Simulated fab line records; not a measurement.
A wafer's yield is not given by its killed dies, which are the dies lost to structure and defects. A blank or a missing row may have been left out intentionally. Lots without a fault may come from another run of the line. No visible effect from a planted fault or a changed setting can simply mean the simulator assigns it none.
What tool caused it? + flow sky130 + 45 wafers from 15 lots sampled at 2 of the route's 708 steps

## WHAT THE GAUGES SHOWED, per wafer
SKY_SD_P_TW_MEAS_11.
| lot  | measured     | on           | SD_P_TW        |
|------|--------------|--------------|----------------|
| L252 | day 25 16:24 | filmMetro-01 | 2865 2844 2857 |
| L254 | day 26 10:16 | filmMetro-04 | 2878 2884 2866 |
| L256 | day 26 17:14 | filmMetro-01 | 2854 2868 2855 |
| L255 | day 26 17:22 | filmMetro-04 | 2888 2878 2866 |
| L257 | day 27 15:22 | filmMetro-01 | 2857 2867 2862 |
| L259 | day 28 07:51 | filmMetro-02 | 2796 2767 2789 |
| L264 | day 29 17:18 | filmMetro-04 | 2892 2885 2885 |
| L265 | day 30 02:56 | filmMetro-01 | 2856 2870 2862 |
| L267 | day 30 23:18 | filmMetro-01 | 2872 2879 2843 |
| L268 | day 31 07:53 | filmMetro-02 | 2804 2809 2813 |
| L269 | day 31 22:44 | filmMetro-02 | 2827 2822 2815 |
| L271 | day 31 23:40 | filmMetro-01 | 2841 2823 2834 |
| L272 | day 32 05:26 | filmMetro-01 | 2844 2863 2858 |
| L273 | day 32 16:25 | filmMetro-01 | 2846 2860 2859 |
| L274 | day 32 20:57 | filmMetro-04 | 2872 2891 2867 |

SKY_SD_N_CD_MEAS_07: the cd target is 380 nm.
| lot  | measured     | on       | cdNm (nm)         |
|------|--------------|----------|-------------------|
| L252 | day 28 02:33 | cdSem-02 | 380.9 381.3 379.5 |
| L254 | day 28 19:57 | cdSem-01 | 375.4 376.5 375.9 |
| L256 | day 29 03:34 | cdSem-02 | 382.6 384.6 383.8 |
| L255 | day 29 04:09 | cdSem-02 | 380.4 381.0 378.8 |
| L257 | day 30 00:26 | cdSem-01 | 374.5 373.7 374.6 |
| L259 | day 30 15:42 | cdSem-02 | 381.7 379.8 379.8 |
| L264 | day 32 01:00 | cdSem-01 | 378.7 378.6 376.5 |
| L265 | day 32 10:38 | cdSem-01 | 380.9 380.0 382.9 |
| L267 | day 33 05:54 | cdSem-01 | 379.4 380.1 382.0 |
| L268 | day 33 13:17 | cdSem-01 | 380.8 378.1 378.8 |
| L269 | day 34 04:01 | cdSem-02 | 379.9 378.3 377.6 |
| L271 | day 34 05:14 | cdSem-01 | 377.8 376.4 377.6 |
| L272 | day 34 11:13 | cdSem-02 | 379.1 379.9 379.1 |
| L273 | day 34 21:39 | cdSem-02 | 381.5 382.5 384.0 |
| L274 | day 35 03:10 | cdSem-01 | 378.0 379.7 380.7 |

## TOOL THAT RAN EACH LOT (tool first, then ch and the chambers of the sampled wafers, then the start)
Record: no process step prior to these readings.

## WHAT THE TOOLS THEMSELVES READ (means of the sampled wafers that have a number; where no wafer has one, the mark that the record gives instead)
The record holds no such reading with a usual standard deviation.

## THE ANSWER, worked out from the rows above alone
Rule: the lots themselves supply what counts as usual. Put in order of their means at a reading, lots are off if they are a third of the lots or fewer, leave a main group of 4 or more, and stand apart from it by a gap of 3 or more times the standard deviation of the main group's means; of several such gaps the widest counts. The tables above print the reading to a certain number of digits; a main group whose means all agree to those digits is not used. Also off: a lot with no number at a reading for which 4 or more lots have one. Any other lot the step has rows for is counted as sound. Order of review: gauges by route order, followed by the tools' own readings, for which a lot's mean as printed above is used. At the first step where some lot is off, the reading lying furthest off is the one used; lots without a number count as furthest.
Nothing can be told from this: no lot is off at any reading shown.

## WHAT HAD BEEN PUT IN BY THE SIMULATOR
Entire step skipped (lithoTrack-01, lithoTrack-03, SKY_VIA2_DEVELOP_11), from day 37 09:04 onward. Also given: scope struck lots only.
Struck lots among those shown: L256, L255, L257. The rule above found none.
